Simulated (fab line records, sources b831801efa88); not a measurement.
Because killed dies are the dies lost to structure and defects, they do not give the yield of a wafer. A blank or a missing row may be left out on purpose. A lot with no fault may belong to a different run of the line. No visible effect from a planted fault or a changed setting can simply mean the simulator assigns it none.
fab line records    flow sky130
[record] lots = 6  wafers = 18  last_day = 48
route steps=708 shown GATE_OXIDE@192 POLY_GATE@204 RES_PROTECT@207 POLY_CUT@318
lots that met no fault: from a run of the same line without faults
start_h: hours from the record's opening day to when the first of the lot's shown wafers began    wait_h: hours elapsed since this lot's preceding step    " same as the row above    L1.1+2: a single row standing in for several wafers    - no value, or no start given    * or withheld: withheld    < > ~ a bound
route shown NAME@n: a module of which the file shows steps, and the number in the route of the first    usual: mean/standard deviation of fault-free wafers    same: alike in all rows    chamber/n: place in a boat    sites: readings site by site    _std_site: the values' standard deviation    _edge_site: mean of outer sites minus mean of inner sites    radius_mm: how far each site lies from the wafer's centre    mask NAME#n: copy n    behind: the tool/chamber that last shaped the wafer    hold: what put the lot on hold/how long, in hours/how the hold closed    device: the n, p or np transistor that did not switch    end of line: tests run on the same wafers once the route is complete    a step given without rows: its recipe and nothing more    killed: dies lost to structure and defects at the first sort, not the wafer's yield    map: a wafer's dies, marking killed ones x, the rest . and places with no die _
set.NAME: setting as actually run; set.NAME@STEP: the setting as run at that earlier step    model.NAME: the simulator's own value behind a step, which no gauge read
a table for each step, a row for each wafer; lots at some steps of the route
services: when a tool's chamber went out of use (start_h, in hours from the record's first day, below 0 if earlier), for how many hours, and the reason
[[steps]]
[step SKY_GATE_OXIDE_COAT_05]
[recipe] resist = NOVOLAK  spin_rpm = 3000  resist_thk_nm = 1140
[step SKY_GATE_OXIDE_SOFTBAKE_06]
[recipe] temp_c = 90  time_s = 60  resist = NOVOLAK
[step SKY_GATE_OXIDE_EXPOSE_07]
[recipe] mask_id = LVOM  na = 0.6  source_shape = conventional  sigma_outer = 0.6  polarization = unpolarized  target_cd_nm = 600  dose_mj = 170
[step SKY_GATE_OXIDE_PEB_08]
[recipe] temp_c = withheld  time_s = *  resist = NOVOLAK
[step SKY_GATE_OXIDE_DEVELOP_09]
[recipe] resist = NOVOLAK  developer = TMAH  develop_time_s = 60  dev_temp_c = 23
[step SKY_GATE_OXIDE_OVL_MEAS_10]
[usual] GATE_OXIDE_OVL = -0.4/2
lot.wafer  tool        chamber  start_h  wait_h  GATE_OXIDE_OVL[nm]
L233.1     overlay-02  -        319.88   0.1     -0.7
L233.2     "           -        "        "       -1.5
L233.5     "           -        "        "       -1.9
L234.1     overlay-01  -        358.16   0.1     -3.6
L234.4     "           -        "        "       -4.4
L234.5     "           -        "        "       -1.8
L241.1     overlay-01  -        402.16   0.1     -0.8
L241.2     "           -        "        "       -0.8
L241.3     "           -        "        "       0.7
L243.1     overlay-02  -        410.08   0.1     0.1
L243.2     "           -        "        "       1.0
L243.6     "           -        "        "       -1.7
L247.2     overlay-01  -        440.11   0.1     1.1
L247.3     "           -        "        "       0.1
L247.6     "           -        "        "       1.1
L248.1     overlay-02  -        448.07   0.1     -0.3
L248.3     "           -        "        "       0.2
L248.4     "           -        "        "       -1.5
[step SKY_GATE_OXIDE_IMPLANT_11]
[recipe] species = B  energy_kev = 10  dose_cm2 = 2.6e+12  tilt_deg = withheld
[step SKY_GATE_OXIDE_WET_ETCH_12]
[recipe] chemistry = dHF  target_depth_nm = 16.8  dry = n2_spin  target = SiO2  dilution = 100:1  temp_c = 25  time_s = 336
[step SKY_GATE_OXIDE_STRIP_13]
[recipe] chemistry = O2/N2  power_w = 1400  pressure_mtorr = 1500  platen_temp_c = withheld  o2_flow_sccm = 3000  n2_flow_sccm = 300  overash_fraction = 0.5
[usual] drypump_motor_current_A = 5.7/0.44  o2_flow_sccm = 3001/8.9  oes_product_au = 0.716/0.0042  strip_time_to_endpoint_s = 14.17/0.04
lot.wafer  tool             chamber  start_h  wait_h  drypump_motor_current_A  o2_flow_sccm  oes_product_au  rf_hours_counter_h  strip_time_to_endpoint_s
L233.1     plasma_asher-02  0        320.17   0.0     5.0                      3002          0.714           19                  14.20
L233.2     "                1        "        "       5.5                      3013          0.711           19                  14.20
L233.5     "                1        "        "       5.5                      3005          0.712           -                   14.11
L234.1     plasma_asher-01  0        358.45   0.0     6.0                      3007          0.710           54                  14.16
L234.4     "                1        "        "       5.5                      3001          0.718           -                   14.15
L234.5     "                1        "        "       5.5                      2978          0.715           -                   14.16
L241.1     plasma_asher-02  1        402.45   0.0     5.5                      3002          0.718           27                  14.07
L241.2     "                0        "        "       5.0                      3002          0.716           27                  14.09
L241.3     "                0        "        "       5.0                      3004          0.704           -                   14.08
L243.1     plasma_asher-03  1        410.37   0.0     6.5                      3014          0.721           71                  14.17
L243.2     "                0        "        "       5.8                      3008          0.718           71                  14.15
L243.6     "                1        "        "       6.4                      3007          0.711           -                   14.15
L247.2     plasma_asher-03  1        440.39   0.0     6.5                      3003          0.720           76                  14.20
L247.3     "                1        "        "       6.5                      2996          0.716           -                   14.23
L247.6     "                0        "        "       5.8                      3013          0.712           -                   14.20
L248.1     plasma_asher-01  0        448.35   0.0     5.9                      2998          0.714           62                  14.18
L248.3     "                1        "        "       5.5                      2997          0.715           -                   14.18
L248.4     "                0        "        "       5.9                      2996          0.722           -                   14.18
[step SKY_GATE_OXIDE_TW_MEAS_14]
[usual] GATE_OXIDE_TW = 222.3/1.3
lot.wafer  tool           chamber  start_h  wait_h  GATE_OXIDE_TW
L233.1     film_metro-04  -        320.27   0.1     224.0
L233.2     "              -        "        "       223.5
L233.5     "              -        "        "       223.3
L234.1     film_metro-02  -        358.55   0.1     220.5
L234.4     "              -        "        "       222.7
L234.5     "              -        "        "       222.5
L241.1     film_metro-02  -        402.55   0.1     220.7
L241.2     "              -        "        "       219.4
L241.3     "              -        "        "       220.6
L243.1     film_metro-01  -        410.47   0.1     220.6
L243.2     "              -        "        "       221.2
L243.6     "              -        "        "       220.5
L247.2     film_metro-02  -        440.50   0.1     222.2
L247.3     "              -        "        "       221.4
L247.6     "              -        "        "       221.8
L248.1     film_metro-01  -        448.45   0.1     222.6
L248.3     "              -        "        "       221.2
L248.4     "              -        "        "       221.3
[step SKY_GATE_OXIDE_CLEAN_15]
[recipe] chemistry = SC1/SC2  mix = 1:4:20  temp_c = 70  time_s = 150  dry = n2_spin
[step SKY_GATE_OXIDE_OXIDATION_16]
[recipe] temp_c = 800  ambient = O2  idle_temp_c = 700  ramp_up_c_per_min = 10  ramp_down_c_per_min = 3  stabilise_s = 600  purge_s = 300  target_thk_a = 35.7  ox_time_s = 1915
[step SKY_POLY_GATE_CVD_00]
[recipe] material = poly-Si  target_thk_nm = 180  temp_c = 620  time_s = 720  pressure_mtorr = 200
lot.wafer  tool      chamber  start_h  wait_h  model.poly-Si_of_POLY_GATE_CVD_00.thk_nm
L233.1     lpcvd-01  0        323.16   0.0     181.1
L233.2     "         0        "        "       180.8
L233.5     "         0        "        "       181.9
L234.1     lpcvd-01  1        367.65   0.0     181.7
L234.4+5   "         1        "        "       182.2
L241.1     lpcvd-01  1        405.26   0.0     178.7
L241.2     "         1        "        "       180
L241.3     "         1        "        "       182.2
L243.1     lpcvd-01  0        413.91   0.0     178
L243.2+6   "         0        "        "       178.5
L247.2     lpcvd-01  1        442.47   0.0     237.6
L247.3     "         1        "        "       238.5
L247.6     "         1        "        "       238.6
L248.1     lpcvd-01  1        450.50   0.0     238.8
L248.3     "         1        "        "       239.9
L248.4     "         1        "        "       241
[step SKY_POLY_GATE_THK_MEAS_01]
[recipe] reads = poly-Si_of_POLY_GATE_CVD_00
[usual] POLY_GATE_CVD_00_THK = 180.4/1.4
lot.wafer  tool           chamber  start_h  wait_h  hold                      POLY_GATE_CVD_00_THK[nm]
L233.1     film_metro-03  -        324.36   0.0     -                         180.9
L233.2     "              -        "        "       -                         180.9
L233.5     "              -        "        "       -                         181.8
L234.1     film_metro-03  -        368.85   0.0     -                         181.7
L234.4     "              -        "        "       -                         182.3
L234.5     "              -        "        "       -                         182.2
L241.1     film_metro-01  -        406.46   0.0     -                         178.7
L241.2     "              -        "        "       -                         179.9
L241.3     "              -        "        "       -                         182.3
L243.1     film_metro-04  -        415.11   0.0     -                         178.0
L243.2     "              -        "        "       -                         178.4
L243.6     "              -        "        "       -                         178.5
L247.2     film_metro-03  -        443.68   0.0     await_dispo/0.2h/release  237.8
L247.3     "              -        "        "       await_dispo/0.2h/release  238.3
L247.6     "              -        "        "       await_dispo/0.2h/release  238.6
L247.2     film_metro-03  -        444.07   0.4     -                         237.5
L247.3     "              -        "        "       -                         238.5
L247.6     "              -        "        "       -                         238.7
L248.1     film_metro-03  -        451.70   0.0     await_dispo/0.2h/release  239.0
L248.3     "              -        "        "       await_dispo/0.2h/release  239.9
L248.4     "              -        "        "       await_dispo/0.2h/release  241.1
L248.1     film_metro-03  -        451.92   0.2     -                         238.8
L248.3     "              -        "        "       -                         239.8
L248.4     "              -        "        "       -                         241.2
[step SKY_RES_PROTECT_HMDS_01]
[recipe] prime_time_s = 60  prime_temp_c = 120
[step SKY_RES_PROTECT_COAT_02]
[recipe] resist = NOVOLAK  spin_rpm = 3000  resist_thk_nm = 1140
[step SKY_RES_PROTECT_SOFTBAKE_03]
[recipe] temp_c = 90  time_s = 62.21  resist = NOVOLAK
[usual] plate_sensor_t_centre_C = 90.757/0.0098  plate_sensor_t_edge_C = 90.829/0.0092
lot.wafer  tool            chamber  start_h  wait_h  plate_sensor_t_centre_C  plate_sensor_t_edge_C
L233.1     litho_track-01  0        336.22   0.1     90.757                   90.822
L233.2     "               0        "        "       90.740                   90.825
L233.5     "               0        "        "       90.742                   90.832
L234.1     litho_track-03  0        382.51   0.1     90.754                   90.827
L234.4     "               0        "        "       90.754                   90.838
L234.5     "               0        "        "       90.763                   90.841
L241.1     litho_track-02  0        420.58   0.1     90.767                   90.836
L241.2     "               0        "        "       90.763                   90.829
L241.3     "               0        "        "       90.754                   90.838
L243.1     litho_track-01  0        431.22   0.1     90.766                   90.827
L243.2     "               0        "        "       90.753                   90.823
L243.6     "               0        "        "       90.761                   90.802
L247.2     litho_track-02  0        459.80   0.1     90.735                   90.830
L247.3     "               0        "        "       90.753                   90.828
L247.6     "               0        "        "       90.765                   90.820
L248.1     litho_track-03  0        466.46   0.1     90.750                   90.832
L248.3     "               0        "        "       90.752                   90.830
L248.4     "               0        "        "       90.737                   90.822
[step SKY_RES_PROTECT_EXPOSE_04]
[recipe] mask_id = RPM  na = 0.6  source_shape = conventional  sigma_outer = 0.6  polarization = unpolarized  target_cd_nm = 1270  dose_mj = 131
[step SKY_RES_PROTECT_PEB_05]
[recipe] temp_c = withheld  time_s = *  resist = NOVOLAK
[step SKY_RES_PROTECT_DEVELOP_06]
[recipe] resist = NOVOLAK  developer = TMAH  develop_time_s = 60  dev_temp_c = 23
[step SKY_POLY_GATE_IMPLANT_02]
[recipe] species = P  energy_kev = 30  dose_cm2 = 7.7e+15  tilt_deg = 0
[step SKY_RES_PROTECT_STRIP_07]
[recipe] chemistry = O2/N2  power_w = 1400  pressure_mtorr = 1500  platen_temp_c = withheld  o2_flow_sccm = 3000  n2_flow_sccm = 300  overash_fraction = 0.5
[step SKY_RES_PROTECT_TW_MEAS_08]
[usual] POLY_GATE_TW = 4019/38
lot.wafer  tool           chamber  start_h  wait_h  POLY_GATE_TW
L233.1     film_metro-03  -        349.81   0.1     4065
L233.2     "              -        "        "       4053
L233.5     "              -        "        "       4074
L234.1     film_metro-01  -        397.43   0.1     3990
L234.4     "              -        "        "       3981
L234.5     "              -        "        "       3994
L241.1     film_metro-03  -        435.76   0.1     4063
L241.2     "              -        "        "       4077
L241.3     "              -        "        "       4072
L243.1     film_metro-03  -        446.16   0.1     4044
L243.2     "              -        "        "       4061
L243.6     "              -        "        "       4055
L247.2     film_metro-01  -        473.77   0.1     3961
L247.3     "              -        "        "       3955
L247.6     "              -        "        "       3961
L248.1     film_metro-01  -        478.42   0.1     3970
L248.3     "              -        "        "       3977
L248.4     "              -        "        "       3962
[step SKY_RES_PROTECT_CLEAN_09]
[recipe] chemistry = SC1/SC2  mix = 1:4:20  temp_c = 70  time_s = 150  dry = n2_spin
[step SKY_POLY_GATE_CVD_03]
[recipe] material = Si3N4  precursor = DCS/NH3  target_thk_nm = 75  temp_c = 770  time_s = 1290  pressure_mtorr = 250
[step SKY_POLY_GATE_THK_MEAS_04]
[recipe] reads = Si3N4_of_POLY_GATE_CVD_03
[usual] POLY_GATE_CVD_03_THK = 75.5/0.61
lot.wafer  tool           chamber  start_h  wait_h  POLY_GATE_CVD_03_THK[nm]
L233.1     film_metro-01  -        352.08   0.0     74.4
L233.2     "              -        "        "       74.5
L233.5     "              -        "        "       74.1
L234.1     film_metro-01  -        402.75   0.0     76.8
L234.4     "              -        "        "       76.1
L234.5     "              -        "        "       76.0
L241.1     film_metro-01  -        438.93   0.0     75.8
L241.2     "              -        "        "       75.6
L241.3     "              -        "        "       75.8
L243.1     film_metro-04  -        447.63   0.0     75.5
L243.2     "              -        "        "       75.2
L243.6     "              -        "        "       75.8
L247.2     film_metro-03  -        476.14   0.0     74.5
L247.3     "              -        "        "       74.8
L247.6     "              -        "        "       75.3
L248.1     film_metro-03  -        481.01   0.0     76.4
L248.3     "              -        "        "       75.5
L248.4     "              -        "        "       75.9
[step SKY_POLY_GATE_DEHYDRATE_05]
[recipe] temp_c = 200  time_s = 60
[step SKY_POLY_GATE_HMDS_06]
[recipe] prime_time_s = 60  prime_temp_c = 120
[step SKY_POLY_GATE_COAT_07]
[recipe] resist = BARC  temp_c = withheld  time_s = withheld  spin_rpm = 3000  resist_thk_nm = 110
[step SKY_POLY_GATE_COAT_08]
[recipe] resist = KrF-thick  spin_rpm = 3000  resist_thk_nm = 450
[step SKY_POLY_GATE_SOFTBAKE_09]
[recipe] temp_c = 100  time_s = 90  resist = KrF-thick
[step SKY_POLY_GATE_EXPOSE_10]
[recipe] mask_id = P1M  na = 0.68  source_shape = conventional  sigma_outer = 0.6  target_cd_nm = 150  dose_mj = 28.21
[step SKY_POLY_GATE_PEB_11]
[recipe] peb_temp_c = withheld  peb_time_s = withheld  resist = KrF-thick
[step SKY_POLY_GATE_DEVELOP_12]
[recipe] develop_time_s = 60  resist = KrF-thick  dev_temp_c = 21
[step SKY_POLY_GATE_CD_MEAS_13]
[recipe] target_cd_nm = 150
[usual] cd_nm = 151.1/1.3
lot.wafer  tool       chamber  start_h  wait_h  cd_nm
L233.1     cd_sem-01  -        378.61   -       151.7
L233.2     "          -        "        "       151.2
L233.5     "          -        "        "       151.1
L234.1     cd_sem-02  -        432.68   -       148.8
L234.4     "          -        "        "       149.3
L234.5     "          -        "        "       150.3
L241.1     cd_sem-01  -        483.41   -       152.8
L241.2     "          -        "        "       152.1
L241.3     "          -        "        "       151.6
L243.1     cd_sem-01  -        484.66   -       152.2
L243.2     "          -        "        "       150.9
L243.6     "          -        "        "       151.3
L247.2     cd_sem-01  -        507.38   -       153.7
L247.3     "          -        "        "       151.3
L247.6     "          -        "        "       151.8
L248.1     cd_sem-01  -        511.68   -       152.0
L248.3     "          -        "        "       151.9
L248.4     "          -        "        "       151.5
[step SKY_POLY_GATE_OVL_MEAS_14]
[usual] POLY_GATE_OVL = -1/6.8
lot.wafer  tool        chamber  start_h  wait_h  POLY_GATE_OVL[nm]
L233.1     overlay-01  -        378.73   0.1     6
L233.2     "           -        "        "       -5
L233.5     "           -        "        "       5
L234.1     overlay-02  -        432.80   0.1     -13
L234.4     "           -        "        "       7
L234.5     "           -        "        "       -12
L241.1     overlay-01  -        483.53   0.1     -1
L241.2     "           -        "        "       -9
L241.3     "           -        "        "       1
L243.1     overlay-01  -        484.78   0.1     3
L243.2     "           -        "        "       2
L243.6     "           -        "        "       12
L247.2     overlay-01  -        507.48   0.1     -7
L247.3     "           -        "        "       -2
L247.6     "           -        "        "       -15
L248.1     overlay-02  -        511.80   0.1     -11
L248.3     "           -        "        "       -9
L248.4     "           -        "        "       -2
[step SKY_POLY_GATE_ETCH_15]
[recipe] chemistry = N2/H2  target = BARC  ion_energy_ev = 200  source_w = 500  bias_w = 100  pressure_mtorr = 30  n2_flow_sccm = 100  h2_flow_sccm = 200  stop_on = SiO2  time_s = 118.5  target_depth_a = 1100
[usual] drypump_motor_current_A = 5.8/0.47  oes_product_au = 0.717/0.0047  throttle_valve_pct = 13.213/0.0099
lot.wafer  tool         chamber  start_h  wait_h  drypump_motor_current_A  oes_product_au  rf_hours_counter_h  throttle_valve_pct
L233.1     rie_diel-03  0        378.76   0.0     6.6                      0.717           3                   13.218
L233.2     "            2        "        "       6.1                      0.713           13                  13.212
L233.5     "            0        "        "       6.6                      0.708           -                   13.210
L234.1     rie_diel-01  1        432.83   0.0     5.0                      0.716           67                  13.221
L234.4     "            2        "        "       5.0                      0.716           8                   13.203
L234.5     "            2        "        "       5.0                      0.714           -                   13.217
L241.1     rie_diel-01  2        483.56   0.0     5.0                      0.716           9                   13.205
L241.2     "            1        "        "       5.0                      0.713           68                  13.205
L241.3     "            0        "        "       5.6                      0.718           33                  13.203
L243.1     rie_diel-01  1        484.81   0.0     5.1                      0.712           68                  13.199
L243.2     "            0        "        "       5.6                      0.720           33                  13.204
L243.6     "            3        "        "       6.2                      0.722           -                   13.216
L247.2     rie_diel-03  3        507.51   0.0     5.7                      0.713           4                   13.217
L247.3     "            0        "        "       6.5                      0.717           4                   13.200
L247.6     "            3        "        "       5.7                      0.717           -                   13.205
L248.1     rie_diel-03  2        511.83   0.0     6.1                      0.714           15                  13.223
L248.3     "            0        "        "       6.6                      0.711           4                   13.219
L248.4     "            3        "        "       5.7                      0.720           4                   13.199
[step SKY_POLY_GATE_ETCH_16]
[recipe] stop_on = poly-Si  chemistry = CH3F/O2  target = Si3N4  source_w = 400  bias_w = 80  pressure_mtorr = 25  ch3f_flow_sccm = 40  O2_flow_sccm = 30  time_s = 147.5  target_depth_a = 750
[usual] drypump_motor_current_A = 5.8/0.47  oes_product_au = 0.642/0.0052  throttle_valve_pct = 10.535/0.0092
lot.wafer  tool         chamber  start_h  wait_h  drypump_motor_current_A  oes_product_au  rf_hours_counter_h  throttle_valve_pct
L233.1     rie_diel-03  0        378.85   0.0     6.6                      0.634           3                   10.543
L233.2     "            2        "        "       6.1                      0.639           13                  10.555
L233.5     "            0        "        "       6.6                      0.641           -                   10.521
L234.1     rie_diel-01  1        432.92   0.0     5.0                      0.646           67                  10.536
L234.4     "            2        "        "       5.0                      0.633           8                   10.525
L234.5     "            2        "        "       5.0                      0.638           -                   10.537
L241.1     rie_diel-01  2        483.64   0.0     5.0                      0.643           9                   10.549
L241.2     "            1        "        "       5.0                      0.643           68                  10.540
L241.3     "            0        "        "       5.6                      0.647           33                  10.524
L243.1     rie_diel-01  1        484.89   0.0     5.1                      0.647           68                  10.531
L243.2     "            0        "        "       5.6                      0.639           33                  10.551
L243.6     "            3        "        "       6.2                      0.641           -                   10.532
L247.2     rie_diel-03  3        507.59   0.0     5.6                      0.636           4                   10.530
L247.3     "            0        "        "       6.5                      0.642           4                   10.527
L247.6     "            3        "        "       5.6                      0.651           -                   10.528
L248.1     rie_diel-03  2        511.91   0.0     6.1                      0.650           15                  10.536
L248.3     "            0        "        "       6.6                      0.639           4                   10.535
L248.4     "            3        "        "       5.6                      0.644           4                   10.535
[step SKY_POLY_GATE_ETCH_17]
[recipe] target_depth_nm = 180  stop_on = SiO2  over_etch_frac = 0.56667  chemistry = HBr/Cl2  target = poly-Si  icp_w = 400  bias_w = 100  pressure_mtorr = 10  HBr_flow_sccm = 150  Cl2_flow_sccm = 50  time_s = 70.5
[usual] drypump_motor_current_A = 5.3/0.4  he_backside_leak_sccm = 2.72/0.25  oes_product_au = 0.985/0.0073  throttle_valve_pct = 33.684/0.0094
[same] over_etch_frac = 0.56667
lot.wafer  tool       chamber  start_h  wait_h  drypump_motor_current_A  he_backside_leak_sccm  oes_product_au  rf_hours_counter_h  throttle_valve_pct  model.etch.depth_nm  model.POLY_GATE.feature_depth_nm
L233.1     rie_si-02  2        378.94   0.0     5.0                      2.39                   0.983           3                   33.678              175.7                175.7
L233.2     "          3        "        "       5.0                      2.70                   0.989           6                   33.680              180.2                180.2
L233.5     "          3        "        "       5.0                      2.45                   0.989           -                   33.679              181.3                181.3
L234.1     rie_si-01  2        433.01   0.0     5.2                      2.77                   0.981           20                  33.677              180.2                180.2
L234.4     "          3        "        "       5.8                      2.69                   0.982           66                  33.675              181.6                181.6
L234.5     "          2        "        "       5.3                      2.93                   0.988           -                   33.695              179.5                179.5
L241.1     rie_si-02  0        483.74   0.0     5.9                      2.73                   0.985           0                   33.686              178.1                178.1
L241.2     "          2        "        "       4.9                      2.44                   0.985           4                   33.684              177.9                177.9
L241.3     "          3        "        "       5.0                      2.08                   1.003           7                   33.687              181.5                181.5
L243.1     rie_si-02  1        484.99   0.0     5.9                      2.91                   0.983           1                   33.691              177.4                177.4
L243.2     "          0        "        "       5.9                      2.64                   0.987           0                   33.690              177.8                177.8
L243.6     "          3        "        "       5.0                      2.62                   0.991           -                   33.676              177.9                177.9
L247.2     rie_si-02  0        507.69   0.0     5.9                      2.60                   1.010           0                   33.695              180.5                180.5
L247.3     "          1        "        "       5.9                      2.94                   1.017           1                   33.679              182.8                182.8
L247.6     "          2        "        "       4.9                      2.38                   1.000           -                   33.669              179.1                179.1
L248.1     rie_si-01  3        512.01   0.0     5.8                      2.62                   1.020           0                   33.678              184.5                184.5
L248.3     "          1        "        "       5.3                      3.09                   0.998           45                  33.682              179.6                179.6
L248.4     "          3        "        "       5.7                      2.67                   1.024           -                   33.702              185.4                185.4
[step SKY_POLY_GATE_STRIP_18]
[recipe] chemistry = O2/N2  power_w = 1400  pressure_mtorr = 1500  platen_temp_c = withheld  o2_flow_sccm = 3000  n2_flow_sccm = 300  overash_fraction = 0.5
[usual] drypump_motor_current_A = 5.4/0.37  o2_flow_sccm = 3001/10  oes_product_au = 0.362/0.0056  strip_time_to_endpoint_s = 3.19/0.066
lot.wafer  tool             chamber  start_h  wait_h  drypump_motor_current_A  o2_flow_sccm  oes_product_au  rf_hours_counter_h  strip_time_to_endpoint_s
L233.1     plasma_asher-02  1        379.00   0.0     5.5                      3000          0.359           25                  3.12
L233.2     "                0        "        "       5.1                      3006          0.357           25                  3.18
L233.5     "                1        "        "       5.5                      3007          0.353           -                   3.03
L234.1     plasma_asher-02  0        433.07   0.0     5.0                      2986          0.359           31                  3.14
L234.4     "                1        "        "       5.5                      2997          0.357           -                   3.22
L234.5     "                0        "        "       5.0                      2995          0.365           -                   3.22
L241.1     plasma_asher-04  0        483.80   0.0     6.2                      2995          0.369           4                   3.26
L241.2     "                1        "        "       5.2                      2996          0.368           4                   3.14
L241.3     "                0        "        "       6.2                      3007          0.364           -                   3.16
L243.1     plasma_asher-02  1        485.05   0.0     5.5                      2993          0.357           38                  3.13
L243.2     "                0        "        "       5.1                      3000          0.368           38                  3.16
L243.6     "                1        "        "       5.5                      3009          0.367           -                   3.23
L247.2     plasma_asher-02  1        507.75   0.0     5.5                      3006          0.366           40                  3.26
L247.3     "                1        "        "       5.5                      3013          0.346           -                   3.09
L247.6     "                0        "        "       5.0                      3004          0.372           -                   3.26
L248.1     plasma_asher-01  1        512.07   0.0     5.5                      3006          0.361           68                  3.16
L248.3     "                1        "        "       5.5                      3008          0.358           -                   3.10
L248.4     "                0        "        "       5.9                      2995          0.364           -                   3.21
[step SKY_POLY_GATE_CLEAN_19]
[recipe] chemistry = SC1/SC2  mix = 1:4:20  temp_c = 70  time_s = 150  dry = n2_spin
[step SKY_POLY_CUT_ETCH_11]
[recipe] target = Si3N4  chemistry = CF4/CH2F2/Ar  stop_on = poly-Si  source_w = 600  bias_w = 155.8  pressure_mtorr = 40  cf4_flow_sccm = 40  ch2f2_flow_sccm = 20  Ar_flow_sccm = 150  time_s = 42.5  target_depth_a = 600
[usual] drypump_motor_current_A = 5.6/0.5  oes_product_au = 0.833/0.0064  throttle_valve_pct = 14.994/0.0092
lot.wafer  tool         chamber  start_h  wait_h  drypump_motor_current_A  oes_product_au  rf_hours_counter_h  throttle_valve_pct  model.poly-Si_of_POLY_GATE_CVD_00.thk_nm
L233.1     rie_diel-04  0        562.22   0.0     5.7                      0.822           9                   14.995              180.2
L233.2     "            2        "        "       4.8                      0.830           48                  14.986              180
L233.5     "            2        "        "       4.8                      0.822           -                   15.002              181.1
L234.1     rie_diel-03  2        614.40   0.0     6.1                      0.841           18                  15.001              180.9
L234.4     "            1        "        "       5.7                      0.838           8                   14.996              181.4
L234.5     "            2        "        "       6.1                      0.838           -                   15.010              181.4
L241.1     rie_diel-04  0        665.16   0.0     5.7                      0.836           11                  14.986              177.9
L241.2     "            1        "        "       5.3                      0.835           0                   14.981              179.2
L241.3     "            3        "        "       5.3                      0.836           51                  14.995              181.3
L243.1     rie_diel-03  3        666.90   0.0     5.6                      0.831           7                   14.997              177.2
L243.2     "            1        "        "       5.7                      0.834           10                  14.992              177.7
L243.6     "            1        "        "       5.7                      0.838           -                   14.986              177.7
L247.2     rie_diel-03  3        689.26   0.0     5.6                      0.827           7                   14.981              236.7
L247.3     "            0        "        "       6.6                      0.828           8                   14.999              237.6
L247.6     "            1        "        "       5.7                      0.830           -                   14.991              237.8
L248.1     rie_diel-01  0        692.41   0.0     5.6                      0.834           37                  15.001              238
L248.3     "            1        "        "       5.0                      0.822           1                   15.002              239.1
L248.4     "            2        "        "       5.0                      0.831           14                  14.990              240.2
[[services]]
tool             chamber  start_h  hours  kind
plasma_asher-03  -        301.64   0.8    repair
rie_diel-01      2        304.44   6.2    repair
rie_diel-01      2        314.35   29.0   repair
rie_diel-01      0        316.22   9.7    repair
rie_diel-03      -        328.43   4.0    pm
plasma_asher-02  -        329.51   6.4    repair
rie_si-01        -        329.98   9.8    repair
plasma_asher-01  -        332.88   0.4    repair
plasma_asher-01  -        336.74   2.2    repair
plasma_asher-03  -        346.03   15.6   pm
lpcvd-01         -        353.15   0.3    repair
rie_diel-03      0        423.26   9.1    repair
plasma_asher-01  -        430.03   14.6   pm
plasma_asher-02  -        455.12   2.0    repair
rie_diel-01      1        460.50   6.2    repair
rie_diel-03      -        468.58   14.6   pm
rie_diel-01      2        474.82   1.8    repair
rie_diel-03      -        483.18   2.8    pm
rie_diel-03      0        528.26   19.8   repair
plasma_asher-01  -        545.24   8.8    repair
plasma_asher-01  -        580.48   28.1   pm
plasma_asher-02  -        595.22   2.8    pm
rie_diel-03      3        600.64   6.5    repair
rie_diel-03      0        630.80   16.6   repair
[[key]]
[first_sign] step = SKY_POLY_GATE_THK_MEAS_01  reading = visit  direction = added
[effect] step = SKY_POLY_GATE_THK_MEAS_01  reading = POLY_GATE_CVD_00_THK  direction = up  sigmas = 42  usual = 180.4  struck = 239.1
[effect] step = SKY_POLY_GATE_ETCH_17  reading = oes_product_au  direction = up  sigmas = 3.6  usual = 0.985  struck = 1.011  wafers_moved = 4
[model_effect] step = SKY_POLY_GATE_CVD_00  value = poly-Si_of_POLY_GATE_CVD_00.thk_nm  without = 180.2  struck = 239.1
[model_effect] step = SKY_POLY_GATE_ETCH_17  value = etch.depth_nm  without = 179.4  struck = 182
[model_effect] step = SKY_POLY_CUT_ETCH_11  value = poly-Si_of_POLY_GATE_CVD_00.thk_nm  without = 179.3  struck = 238.2
met_at SKY_POLY_GATE_CVD_00
struck_wafers L247.2,L247.3,L247.6,L248.1,L248.3,L248.4
later_rows_left_out L247.2,L247.3,L247.6,L248.1,L248.3,L248.4
sort_left_out L247.2,L247.3,L247.6,L248.1,L248.3,L248.4
tester_left_out L247,L248
onset_between 413.91 442.47
also_fits time
[fault] kind = process_parameter_drift  tool = lpcvd-01  chamber = -  onset_h = 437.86  steps = SKY_POLY_GATE_CVD_00  channel = target_thk_nm  offset = 58.89  shape = step  end_h = 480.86  stated = 180
// tester_left_out: of these lots the tester's yield and bins aren't shown, on N5 and GAA mostly nor the transistor test; their killed dies are dies lost to structure and defects alone, not to doping, threshold or leakage, so they don't give the yield
// sort_left_out: the simulated sort isn't trusted on such a fault, so these wafers' sort isn't shown, and their yield isn't known
// later_rows_left_out: the simulator's readings of these wafers behind a module that went badly wrong aren't trusted and aren't shown, but for the sort
